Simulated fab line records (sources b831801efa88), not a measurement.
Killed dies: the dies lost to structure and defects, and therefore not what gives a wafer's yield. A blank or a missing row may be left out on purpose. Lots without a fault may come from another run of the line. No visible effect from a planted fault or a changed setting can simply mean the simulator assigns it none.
Matching of chambers | flow gf180mcu | cmp-02 running GF_V4_CMP_04: 4 sister chambers
The step polishes SiO2. 8 wafers are shown with their chamber, then 12 later ones without.

== EACH WAFER AND ITS CHAMBER ==
wafer  | chamber | motor current A (A) | time to endpoint s (s)
L084.3 | 1       | 12.4                | 69
L084.5 | 3       | 12.3                | 88
L085.1 | 0       | 13.0                | 56
L085.3 | 2       | 11.0                | 67
L085.6 | 3       | 12.9                | 72
L087.1 | 1       | 11.7                | 66
L087.4 | 2       | 10.8                | 60
L087.6 | 0       | 13.3                | 77

== WAFERS WHOSE CHAMBER IS MISSING ==
wafer  | motor current A (A) | time to endpoint s (s)
L088.2 | 12.7                | 68
L088.4 | 11.5                | 72
L088.5 | 13.1                | 75
L088.1 | 12.4                | 69
L088.3 | 12.9                | 74
L088.6 | 11.3                | 62
L089.1 | 13.1                | 81
L089.3 | 13.9                | 71
L089.4 | 11.0                | 60
L092.1 | 12.7                | 78
L092.2 | 11.9                | 70
L092.3 | 10.5                | 61

== EACH ONE'S CHAMBER ==
wafer  | from the rows above          | in truth
L088.2 | can't be placed: 3 or 0 or 1 | 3
L088.4 | can't be placed: 1 or 2 or 3 | 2
L088.5 | can't be placed: 0 or 3      | 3
L088.1 | can't be placed: 1 or 3 or 0 | 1
L088.3 | can't be placed: 0 or 3 or 1 | 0
L088.6 | can't be placed: 2 or 1      | 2
L089.1 | can't be placed: 3 or 0 or 1 | 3
L089.3 | can't be placed: 0 or 3      | 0
L089.4 | 2                            | 2
L092.1 | can't be placed: 3 or 0 or 1 | 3
L092.2 | can't be placed: 1 or 3      | 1
L092.3 | 2                            | 2
Correct placement for 2 of the 12. Cannot be placed on the basis of these rows: 10; the candidates contain the true chamber in 10. Wrongly placed: 0.
How it was worked out, from the rows above alone: a wafer's distance from a chamber is the root of the sum, over the readings, of the square of ((its reading less the chamber's mean) divided by the reading's scatter). The wafer belongs to the nearest chamber; if the next one is less than 2 further off, it can't be placed. For every chamber, the mean is computed from those of its wafers that are shown. The scatter: the root of (the sum of the squares of (reading less its chamber's mean) over the shown wafers, divided by (wafers less chambers)).
